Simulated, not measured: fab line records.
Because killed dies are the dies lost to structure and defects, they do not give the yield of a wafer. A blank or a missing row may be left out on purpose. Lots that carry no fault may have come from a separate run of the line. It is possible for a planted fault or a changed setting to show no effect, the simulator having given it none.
The tool behind it: which one?	flow sfq_line	42 wafers sampled from 14 lots at 1 step of a route of 325

== WHAT THE GAUGES READ, wafer by wafer ==
The record holds no reading of a measuring or inspecting step that can be judged against a usual standard deviation.

== WHICH TOOL RAN EACH LOT (tool, then ch and the chambers of the sampled wafers, then the start) ==
lot	SFQ_TRILAYER_L0_ETCH_METAL_ETCH_008
L874	rie_metal-02 ch 0,1, day 4 05:37
L875	rie_metal-01 ch 1, day 4 14:01
L876	rie_metal-02 ch 0,1, day 4 17:37
L878	rie_metal-01 ch 0,1, day 5 09:13
L879	rie_metal-02 ch 0,1, day 5 14:01
L880	rie_metal-02 ch 0,1, day 5 20:01
L888	rie_metal-04 ch 0,1, day 6 10:25
L889	rie_metal-04 ch 1, day 7 07:41
L890	rie_metal-01 ch 0,1, day 7 11:11
L892	rie_metal-04 ch 0,1, day 8 02:16
L894	rie_metal-04 ch 0, day 8 11:55
L895	rie_metal-04 ch 0, day 8 20:19
L896	rie_metal-01 ch 0,1, day 9 04:39
L897	rie_metal-04 ch 0,1, day 9 16:51
- SFQ_TRILAYER_L0_ETCH_METAL_ETCH_008: etches MoNx KI in SF6/O2, stops on SiO2, target depth 50 nm, time 25 s.

== WHAT THE TOOLS THEMSELVES READ (means of the sampled wafers that have a number; where no wafer has one, the mark that the record gives instead) ==
SFQ_TRILAYER_L0_ETCH_METAL_ETCH_008. Usual: bias_w 79.95 W, standard deviation 0.24; chamber_pressure_mTorr 10.001 mTorr, standard deviation 0.0086; drypump_motor_current_A 6.1 A, standard deviation 0.45; he_backside_leak_sccm 3.46 sccm, standard deviation 0.29; oes_product_au 0.873 a.u., standard deviation 0.007.
lot	tool	bias_w (W)	chamber_pressure_mTorr (mTorr)	drypump_motor_current_A (A)	he_backside_leak_sccm (sccm)	oes_product_au (a.u.)	flag
L874	rie_metal-02	80.30	10.003	5.8	3.36	0.880	
L875	rie_metal-01	80.08	9.998	5.6	3.43	0.876	
L876	rie_metal-02	80.15	10.003	5.7	3.36	0.868	
L878	rie_metal-01	-	-	-	-	-	OFF
L879	rie_metal-02	-	-	-	-	-	OFF
L880	rie_metal-02	79.97	10.004	5.9	4.04	0.871	
L888	rie_metal-04	79.79	10.004	6.6	3.42	0.866	
L889	rie_metal-04	79.96	10.004	6.6	3.16	0.874	
L890	rie_metal-01	79.92	9.990	5.5	3.50	0.878	
L892	rie_metal-04	79.74	10.000	6.5	3.46	0.867	
L894	rie_metal-04	79.90	9.997	6.4	3.44	0.879	
L895	rie_metal-04	79.96	9.993	6.4	3.74	0.861	
L896	rie_metal-01	80.23	9.996	5.5	3.49	0.873	
L897	rie_metal-04	79.86	9.999	6.5	3.44	0.877	

== THE ANSWER, worked out from the rows above alone ==
Rule: a lot counts as off when the mean over its wafers that have a number is more than 3 standard deviations away from the usual mean. Also off: a lot with no number at a reading for which 4 or more lots have one. The other lots that the step has rows for count as sound. After the gauges, taken in route order, come the tools' own readings; for these a lot's mean is taken, as printed above. The first step at which some lot is off is used, and at that step the reading that is off furthest; a lot without a number counts as furthest.
Off: L878, L879 (SFQ_TRILAYER_L0_ETCH_METAL_ETCH_008, bias_w). Without a number there: L878, L879.
If a tool, at that step or one of the process steps before it, ran each lot that is off and ran no sound lot following the first of them, it fits. No candidate that was tried fits.

== WHAT THE SIMULATOR HAD INSERTED ==
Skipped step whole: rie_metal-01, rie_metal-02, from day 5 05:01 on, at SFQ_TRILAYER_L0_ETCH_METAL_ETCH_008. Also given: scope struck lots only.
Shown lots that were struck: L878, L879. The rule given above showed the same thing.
